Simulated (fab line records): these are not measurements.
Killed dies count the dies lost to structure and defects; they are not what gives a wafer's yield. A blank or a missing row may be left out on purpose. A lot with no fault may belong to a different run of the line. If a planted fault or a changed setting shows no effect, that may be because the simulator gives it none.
Which of the tools did it? || flow gf180mcu || 6 lots with 18 wafers sampled at 4 steps, on a route of 602 steps

WHAT EACH GAUGE READ, for each wafer
GF_VT_IMPLANT_OVL_MEAS_40.
{"lot": "L164", "measured": "day 7 17:57", "on": "overlay-02", "VT_IMPLANT_03_OVL (nm)": "-0.5 0.7 -0.8"}
{"lot": "L168", "measured": "day 9 01:16", "on": "overlay-01", "VT_IMPLANT_03_OVL (nm)": "-0.6 -0.3 -1.1"}
{"lot": "L173", "measured": "day 10 08:07", "on": "overlay-01", "VT_IMPLANT_03_OVL (nm)": "0.0 1.9 1.2"}
{"lot": "L175", "measured": "day 10 21:14", "on": "overlay-02", "VT_IMPLANT_03_OVL (nm)": "0.9 1.8 0.7"}
{"lot": "L183", "measured": "day 13 00:21", "on": "overlay-01", "VT_IMPLANT_03_OVL (nm)": "-0.2 0.0 0.4"}
{"lot": "L185", "measured": "day 13 12:43", "on": "overlay-02", "VT_IMPLANT_03_OVL (nm)": "1.7 1.3 2.0"}

TOOL THAT RAN EACH LOT (tool first, then ch and the chambers of the sampled wafers, then the start)
{"lot": "L164", "GF_MVSD_STRIP_10": "plasma asher-02 ch 0,1, day 4 15:37", "GF_VT_IMPLANT_STRIP_20": "plasma asher-04 ch 0,1, day 6 11:52", "GF_VT_IMPLANT_DEVELOP_39": "litho track-02 ch 0, day 7 17:50"}
{"lot": "L168", "GF_MVSD_STRIP_10": "plasma asher-03 ch 0,1, day 5 18:50", "GF_VT_IMPLANT_STRIP_20": "plasma asher-01 ch 0,1, day 7 16:59", "GF_VT_IMPLANT_DEVELOP_39": "litho track-01 ch 0, day 9 01:07"}
{"lot": "L173", "GF_MVSD_STRIP_10": "plasma asher-03 ch 0,1, day 6 20:47", "GF_VT_IMPLANT_STRIP_20": "plasma asher-04 ch 0,1, day 8 21:29", "GF_VT_IMPLANT_DEVELOP_39": "litho track-03 ch 0, day 10 07:59"}
{"lot": "L175", "GF_MVSD_STRIP_10": "plasma asher-03 ch 0,1, day 7 08:32", "GF_VT_IMPLANT_STRIP_20": "plasma asher-04 ch 0,1, day 9 09:50", "GF_VT_IMPLANT_DEVELOP_39": "litho track-02 ch 0, day 10 21:05"}
{"lot": "L183", "GF_MVSD_STRIP_10": "plasma asher-02 ch 0, day 9 06:47", "GF_VT_IMPLANT_STRIP_20": "plasma asher-01 ch 1, day 11 12:20", "GF_VT_IMPLANT_DEVELOP_39": "litho track-03 ch 0, day 13 00:12"}
{"lot": "L185", "GF_MVSD_STRIP_10": "plasma asher-04 ch 0,1, day 9 17:29", "GF_VT_IMPLANT_STRIP_20": "plasma asher-01 ch 0,1, day 11 23:44", "GF_VT_IMPLANT_DEVELOP_39": "litho track-03 ch 0, day 13 12:35"}
- GF_MVSD_STRIP_10: strips in O2/N2.
- GF_VT_IMPLANT_STRIP_20: strips in O2/N2.
- GF_VT_IMPLANT_DEVELOP_39: develop time 60 s.

THE ANSWER, worked out from the rows above alone
Rule: usual is defined by the lots themselves. Put in order of their means at a reading, lots are off if they are a third of the lots or fewer, leave a main group of 4 or more, and stand apart from it by a gap of 3 or more times the standard deviation of the main group's means; of several such gaps the widest counts. A main group is skipped when, at the precision printed for the reading in the tables above, its means are all equal. Also off: a lot with no number at a reading for which 4 or more lots have one. Where the step has rows for the other lots, those lots are counted as sound.
Across all readings shown, no lot is off: no conclusion can be drawn from this.

WHAT HAD BEEN PUT IN BY THE SIMULATOR
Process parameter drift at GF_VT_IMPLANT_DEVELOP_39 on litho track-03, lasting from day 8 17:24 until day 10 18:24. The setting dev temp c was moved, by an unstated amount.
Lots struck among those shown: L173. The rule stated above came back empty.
